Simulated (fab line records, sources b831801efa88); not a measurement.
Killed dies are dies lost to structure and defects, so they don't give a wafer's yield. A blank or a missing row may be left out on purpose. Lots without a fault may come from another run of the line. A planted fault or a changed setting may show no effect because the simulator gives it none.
Chamber matching | flow gf180mcu | GF_STI_CMP_25 on cmp-02: 4 sister chambers
The step polishes, stops on Si3N4, t overpolish 33 s, target thk 524.6 nm. 14 wafers are shown with their chamber, then 7 later ones without.

WAFERS WITH THEIR CHAMBER
wafer  | chamber | motor_current_A (A) | time_to_endpoint_s (s) | overpolish_run_s (s)
L868.1 | 0       | 10.3                | 123                    | 33.007
L868.2 | 1       | 10.4                | 120                    | 33.016
L868.6 | 2       | 9.2                 | 123                    | 33.017
L870.1 | 3       | 11.8                | 124                    | 33.010
L870.2 | 2       | 8.9                 | 127                    | 32.995
L870.4 | 1       | 10.0                | 114                    | 32.990
L874.3 | 1       | 10.0                | 122                    | 32.999
L874.4 | 3       | 13.0                | 131                    | 33.012
L874.6 | 1       | 10.3                | 122                    | 32.995
L876.2 | 0       | 10.5                | 125                    | 33.020
L876.3 | 2       | 9.0                 | 123                    | 33.004
L876.6 | 0       | 10.1                | 122                    | 32.987
L878.4 | 2       | 8.9                 | 126                    | 32.996
L878.5 | 3       | 12.4                | 129                    | 33.007

SIGNATURES (means of the wafers above)
reading            | chamber 0 | chamber 1 | chamber 2 | chamber 3 | scatter within a chamber
motor_current_A    | 10.300    | 10.175    | 9.000     | 12.400    | 0.314
time_to_endpoint_s | 123.33    | 119.50    | 124.75    | 128.00    | 2.94
overpolish_run_s   | 33.00467  | 33.00000  | 33.00300  | 33.00967  | 0.0112
Rule: a wafer's distance from a chamber is the root of the sum, over the readings, of the square of ((its reading less the chamber's mean) divided by the reading's scatter). The wafer belongs to the nearest chamber; if the next one is less than 2 further off, it can't be placed. The scatter: the root of (the sum of the squares of (reading less its chamber's mean) over the shown wafers, divided by (wafers less chambers)).

WAFERS WITHOUT THEIR CHAMBER
wafer  | motor_current_A (A) | time_to_endpoint_s (s) | overpolish_run_s (s)
L878.6 | 9.3                 | 127                    | 32.987
L886.2 | 9.4                 | 121                    | 33.005
L886.4 | 9.7                 | 116                    | 33.014
L886.5 | 9.7                 | 116                    | 33.004
L888.1 | 9.5                 | 133                    | 32.984
L888.4 | 12.4                | 130                    | 33.009
L888.6 | 13.6                | 131                    | 33.002

WHICH CHAMBER EACH WENT THROUGH
wafer  | from the rows above          | in truth
L878.6 | can't be placed: 2 or 0      | 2
L886.2 | can't be placed: 2 or 1 or 0 | 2
L886.4 | can't be placed: 1 or 0 or 2 | 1
L886.5 | can't be placed: 1 or 0 or 2 | 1
L888.1 | can't be placed: 2 or 0 or 1 | 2
L888.4 | 3                            | 3
L888.6 | 3                            | 3
Placed correctly: 2 of 7. Can't be placed from these rows: 5 (the true chamber is among the candidates in 5). Placed wrongly: 0.
